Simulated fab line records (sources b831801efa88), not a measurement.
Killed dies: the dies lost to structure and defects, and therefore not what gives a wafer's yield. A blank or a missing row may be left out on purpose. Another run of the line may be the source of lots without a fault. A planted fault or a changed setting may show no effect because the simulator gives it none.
One fault seen from 2 desks ; flow gf180mcu ; numbers are kept per desk, each desk with only its own; the story behind them comes last

## FOR THE TOOL OWNER'S DESK: ilineStepper-01
The tool's own readings at GF_VT_IMPLANT_EXPOSE_04 (exposes mask LVPWELL LV AREA, target cd 600 nm): means of the sampled wafers that have a number, for each lot that ran on this tool. If a lot's mean is further than 4 standard deviations from the usual mean, the lot is out of limits and carries the mark OUT (the distance appears in the brackets).
Columns: A = reticleTempC at GF_VT_IMPLANT_EXPOSE_04, usual 23.02 C
lot;first seen here;A
L734;day 5 06:27;23.08
L736;day 5 21:06;22.96
L743;day 7 15:24;23.01
L744;day 7 18:59;23.03
This desk's verdict: no lot among the 4 shows anything out of limits.

## METROLOGY DESK
What the gauges read for every lot (on any tool): the sampled wafers with a number, averaged. If a lot's mean is further than 4 standard deviations from the usual mean, the lot is out of limits and carries the mark OUT (the distance appears in the brackets).
Columns: A = STI_OXIDATION_02_THK at GF_STI_THK_MEAS_30, usual 9.89 nm; B = VT_IMPLANT_OVL at GF_VT_IMPLANT_OVL_MEAS_07, usual 0.7 nm
lot;first seen here;A;B
L734;day 2 05:53;10.04;0.3
L735;day 2 12:08;9.95;2.2
L736;day 2 18:52;9.88;0.8
L737;day 3 01:49;9.84;0.8
L740;day 3 14:37;9.45;1.5
L743;day 4 05:34;9.57;-137.3 (-99) OUT
L744;day 4 08:56;9.95;-137.9 (-99 or more) OUT
L748;day 5 05:22;9.67;0.9
L750;day 5 16:16;9.91;-0.1
L751;day 5 21:53;10.12;1.2
L753;day 6 07:20;9.76;-0.8
L756;day 6 22:55;10.05;1.4
This desk finds L743, L744 out of limits, with the earliest case on L743 at day 7 23:20 (VT_IMPLANT_OVL at GF_VT_IMPLANT_OVL_MEAS_07). In limits: L734, L735, L736, L737, L740, L748, L750, L751, L753, L756.

## BROUGHT TOGETHER
At day 7 23:20 the metrology desk could have sounded an alarm, on L743, L744.
The tool owner's desk saw nothing out of limits.
On record at the tool owner's desk: L743, L744, within its limits.
On ilineStepper-01, each named lot ran GF_VT_IMPLANT_EXPOSE_04.

## WHAT THE SIMULATOR HAD PUT IN
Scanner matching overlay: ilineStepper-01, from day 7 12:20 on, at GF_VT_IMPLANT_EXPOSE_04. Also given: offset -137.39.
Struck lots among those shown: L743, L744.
Delay in hours, fault start to first out-of-limits reading, per desk: metrology desk 11.
